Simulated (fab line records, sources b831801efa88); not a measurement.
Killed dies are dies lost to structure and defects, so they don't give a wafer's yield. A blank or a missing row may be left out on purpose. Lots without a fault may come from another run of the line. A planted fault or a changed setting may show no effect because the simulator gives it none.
Chamber matching | flow sky130 | SKY_POLY_CUT_ETCH_11 on rie_diel-01: 4 sister chambers
The step etches Si3N4 in CF4/CH2F2/Ar, stops on poly-Si, time 42.5 s, target depth 60 nm. 4 wafers are shown with their chamber, then 7 later ones without.

WAFERS WITH THEIR CHAMBER
wafer  | chamber | drypump_motor_current_A (A)
L196.1 | 0       | 5.5
L196.3 | 3       | 6.6
L202.3 | 1       | 6.5
L202.5 | 2       | 5.8

WAFERS WITHOUT THEIR CHAMBER
wafer  | drypump_motor_current_A (A)
L202.6 | 6.7
L208.1 | 5.8
L208.2 | 6.6
L208.5 | 5.6
L209.2 | 6.5
L209.3 | 6.6
L209.5 | 6.6

WHICH CHAMBER EACH WENT THROUGH
wafer  | from the rows above     | in truth
L202.6 | can't be placed: 3 or 1 | 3
L208.1 | 2                       | 2
L208.2 | can't be placed: 3 or 1 | 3
L208.5 | can't be placed: 0 or 2 | 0
L209.2 | can't be placed: 1 or 3 | 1
L209.3 | can't be placed: 3 or 1 | 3
L209.5 | can't be placed: 3 or 1 | 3
Placed correctly: 1 of 7. Can't be placed from these rows: 6 (the true chamber is among the candidates in 6). Placed wrongly: 0.
How it was worked out, from the rows above alone: a wafer's distance from a chamber is the root of the sum, over the readings, of the square of ((its reading less the chamber's mean) divided by the reading's scatter). The wafer belongs to the nearest chamber; if the next one is less than 2 further off, it can't be placed. A chamber's mean is the mean of its shown wafers. The scatter: with one shown wafer a chamber, the root of the mean of the squares of how far each hidden wafer lies from its nearest shown one.
